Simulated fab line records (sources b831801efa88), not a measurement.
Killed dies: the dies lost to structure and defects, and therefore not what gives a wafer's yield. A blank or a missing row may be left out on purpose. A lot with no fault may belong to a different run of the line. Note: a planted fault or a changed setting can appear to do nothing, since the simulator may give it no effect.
Comparing a struck lot with a sound one / flow sky130 / 25 steps out of a route of 708
Sound: the wafers L352.2, L352.4, L352.6. Struck: wafers L355.3, L355.5, L355.6. At the end, the cause is stated.
Per side, at each step with rows, come the tool, then ch with its chambers, and then its first start. Under that, the readings that differ: sound wafers / struck wafers / difference of the means / sigmas: that difference in standard deviations of wafers without a fault.
alike: readings with means less than 2 such deviations apart, plus words and numbers identical on both sides. not compared: withheld readings, readings lacking a value on some wafer, bounds such as >300 that could conceal the same value, and numbers that have no deviation in the record and whose values overlap.
The two part at a step that has a row with sigmas, a row that says differs or no value, or rows on one side only. Numbers that don't overlap but have no deviation are shown without sigmas and don't part them. Lack of a reading on every wafer of one side parts them only where that side has two or more wafers.

SKY_CONTACT_THK_MEAS_26: measures by xrf.
  struck on film_metro-03, day 35 09:26; sound on film_metro-01, day 33 21:58
  alike: CONTACT_W_THK
SKY_CONTACT_CMP_27: polishes, stops on SiO2, t overpolish 15 s, target thk 0 nm.
  sound on cmp-01 ch 1,2, day 33 22:01; struck on cmp-01 ch 1,2,3, day 35 09:37
  alike: motor_current_A, overpolish_run_s, slurry_filter_dp_kPa, time_to_endpoint_s
then, 1 step without rows for these wafers: SKY_METAL1_SPUTTER_00 (material Ti, target thk 15 nm, time 10 s).
SKY_METAL1_SPUTTER_01: material TiN, target thk 20 nm, time 16.7 s.
  struck on pvd_sputter-01, day 35 09:48; sound on pvd_sputter-02, day 33 22:20
  alike: throttle_valve_pct
SKY_METAL1_SPUTTER_02: material AlCu, target thk 250 nm, time 13.3 s.
  struck on pvd_sputter-01, day 35 09:49; sound on pvd_sputter-02, day 33 22:22
  alike: throttle_valve_pct
then, 2 steps without rows for these wafers: SKY_METAL1_SPUTTER_03 (material Ti, target thk 5 nm, time 3.3 s); SKY_METAL1_SPUTTER_04 (material TiN, target thk 70 nm, time 58.3 s).
SKY_METAL1_RS_MEAS_05: measurement is done with a four-point probe.
  struck on film_metro-01, day 35 09:57; sound on film_metro-02, day 33 22:28
  alike: METAL1_ALCU_RS
SKY_METAL1_THK_MEAS_06: measures by xrf.
  struck on film_metro-01, day 35 10:03; sound on film_metro-02, day 33 22:35
  alike: METAL1_ALCU_THK
then, 3 steps without rows for these wafers: SKY_METAL1_DEHYDRATE_07 (time 60 s); SKY_METAL1_HMDS_08 (prime time 60 s); SKY_METAL1_COAT_09 (resist thk 60 nm).
SKY_METAL1_COAT_10: resist thk 450 nm.
  sound on litho_track-01 ch 0, day 34 11:00; struck on litho_track-02 ch 0, day 35 23:00
reading=model.KrF-thick_of_METAL1_COAT_10.thk_nm (nm); sound=451.6 449.1 449.9; struck=478.2 480.6 480.5; difference=+29.6; sigmas=
then, 4 steps without rows for these wafers: SKY_METAL1_SOFTBAKE_11 (time 90 s); SKY_METAL1_EXPOSE_12 (exposes mask MM1, target cd 140 nm); SKY_METAL1_PEB_13; SKY_METAL1_DEVELOP_14 (develop time 60 s).
SKY_METAL1_CD_MEAS_15: target cd 140 nm.
  struck on cd_sem-02, day 36 14:01; sound on cd_sem-01, day 35 02:33
  alike: cd_nm
SKY_METAL1_OVL_MEAS_16:
  struck on overlay-01, day 36 14:07; sound on overlay-01, day 35 02:40
  alike: METAL1_OVL
SKY_METAL1_DESCUM_17: chemistry O2, time 8 s.
  sound on rie_metal-04 ch 0,1, day 35 02:41; struck on rie_metal-04 ch 0,1, day 36 14:09
  alike: chamber_pressure_mTorr, drypump_motor_current_A, oes_product_au
  not compared: rf_hours_counter_h
SKY_METAL1_ETCH_18: etches BARC in N2/H2, stops on SiO2, time 45.9 s, target depth 60 nm.
  sound on rie_metal-04 ch 0,1, day 35 02:43; struck on rie_metal-04 ch 0,1, day 36 14:11
  alike: chamber_pressure_mTorr, drypump_motor_current_A, oes_product_au, throttle_valve_pct
  not compared: rf_hours_counter_h
SKY_METAL1_METAL_ETCH_19: etches the open film in Cl2/BCl3, stops on SiO2, target depth 360 nm, time 78 s.
  sound on rie_metal-04 ch 0,1, day 35 02:47; struck on rie_metal-04 ch 0,1, day 36 14:16
reading=model.KrF-thick_of_METAL1_COAT_10.thk_nm (nm); sound=158.2 156.9 146.6; struck=185.7 180.7 188.6; difference=+31.1; sigmas=
  alike: chamber_pressure_mTorr, drypump_motor_current_A, oes_product_au, throttle_valve_pct
  not compared: rf_hours_counter_h
SKY_METAL1_STRIP_20: strips in O2/N2.
  sound on plasma_asher-01 ch 0,1, day 35 02:53; struck on plasma_asher-01 ch 0,1, day 36 14:21
reading=oes_product_au (a.u.); sound=0.335 0.344 0.336; struck=0.356 0.349 0.360; difference=+0.017; sigmas=+3
reading=strip_time_to_endpoint_s (s); sound=2.68 2.67 2.55; struck=3.00 2.94 3.03; difference=+0.36; sigmas=+5
  alike: chamber_pressure_mTorr, drypump_motor_current_A
  not compared: rf_hours_counter_h
then, 1 step without rows for these wafers: SKY_METAL1_STRIP_21 (strips in post etch residue remover, time 1200 s).
-- the record jumps here: 12 days lie between the struck wafers' starts before and after (it left off in module METAL1 and takes up again in module PAD_OPEN, whose first step shown is number 708 of the route) --
SKY_PAD_OPEN_PROBE_99:
  struck on prober-01, day 48 15:06; sound on prober-02, day 47 14:07
reading=killed_at_other; sound=4 2 0; struck=0 0 0; difference=-2; sigmas=-3
  alike: defect_limited_yield, killed_at_M0_to_M3, killed_at_M4_up, killed_at_contacts, killed_at_front_end, killed_dies, killed_on_rim, killed_open, killed_short, sort_bin_3_pad_short, sort_bin_5_function, sort_bin_6_memory, sort_n_pass, sort_yield_pct

WHERE THEY PART
First at SKY_METAL1_STRIP_20; last, within this record, at SKY_PAD_OPEN_PROBE_99.

WHY: the cause the simulator had injected
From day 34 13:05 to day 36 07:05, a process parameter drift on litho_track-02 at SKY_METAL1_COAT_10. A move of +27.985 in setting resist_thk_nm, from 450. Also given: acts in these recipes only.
